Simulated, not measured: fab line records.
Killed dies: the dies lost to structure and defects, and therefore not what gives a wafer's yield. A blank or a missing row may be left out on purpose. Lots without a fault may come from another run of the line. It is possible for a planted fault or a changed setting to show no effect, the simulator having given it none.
A lot that was struck, set against a sound lot ; flow sky130 ; 12 out of 708 route steps
Sound: these wafers, L694.1, L694.3, L694.6. Struck: wafers L700.2, L700.3, L700.4. The cause comes at the end.
For every step that has rows: the tool of each side, followed by ch and its chambers, followed by its first start. Under that, the readings that differ: sound wafers ; struck wafers ; difference of the means ; sigmas: that difference in standard deviations of wafers without a fault.
alike: readings with means less than 2 such deviations apart, plus words and numbers identical on both sides. not compared: withheld readings, readings lacking a value on some wafer, bounds such as >300 that could conceal the same value, and numbers that have no deviation in the record and whose values overlap.
Wherever a step has rows on one side only, a row that says differs or no value, or a row with sigmas, the two part there. Numbers that have no deviation but don't overlap get no sigmas and don't part them. A reading missing from all wafers of one side parts the sides only when that side holds two or more wafers.

SKY_FIELD_ISO_BOW_MEAS_00:
  sound on film metro-03, day 3 02:00; struck on film metro-04, day 4 08:01
  alike: INCOMING_BOW
then, 1 step without rows for these wafers: SKY_FIELD_ISO_OXIDATION_01 (stabilise 600 s, purge 300 s, target thk 12 nm).
SKY_FIELD_ISO_THK_MEAS_02:
  sound on film metro-04, day 3 05:32; struck on film metro-04, day 4 09:38
  alike: FIELD_ISO_OXIDATION_00_THK
then, 1 step without rows for these wafers: SKY_FIELD_ISO_CVD_03 (deposits Si3N4 from DCS/NH3, target thk 165 nm, time 2830 s).
SKY_FIELD_ISO_THK_MEAS_04:
  sound on film metro-04, day 3 07:22; struck on film metro-04, day 4 11:29
reading;sound;struck;difference;sigmas
FIELD_ISO_CVD_03_THK (nm);162.9 161.7 163.2;166.8 166.0 166.3;+3.8;+3
then, 5 steps without rows for these wafers: SKY_FIELD_ISO_DEHYDRATE_05 (time 60 s); SKY_FIELD_ISO_HMDS_06 (prime time 60 s); SKY_FIELD_ISO_COAT_07 (resist thk 60 nm); SKY_FIELD_ISO_COAT_08 (resist thk 450 nm); SKY_FIELD_ISO_SOFTBAKE_09 (time 90 s).
SKY_FIELD_ISO_EXPOSE_10: exposes mask FOM, target cd 150 nm.
  struck on krf scanner-01, day 4 19:56; sound on krf scanner-02 ch 0, day 3 15:38
  no value came back on the struck wafers for exposure dose mJ cm2, focus offset nm (nm), reticle temp C (C), sigma outer; on the sound wafers exposure dose mJ cm2 reads 27.96 27.99 28.00
  alike: mask
then, 1 step without rows for these wafers: SKY_FIELD_ISO_PEB_11.

WHERE THEY PART
Last at SKY_FIELD_ISO_EXPOSE_10 as far as this record goes, first at SKY_FIELD_ISO_THK_MEAS_04.

WHY: what the simulator had put in
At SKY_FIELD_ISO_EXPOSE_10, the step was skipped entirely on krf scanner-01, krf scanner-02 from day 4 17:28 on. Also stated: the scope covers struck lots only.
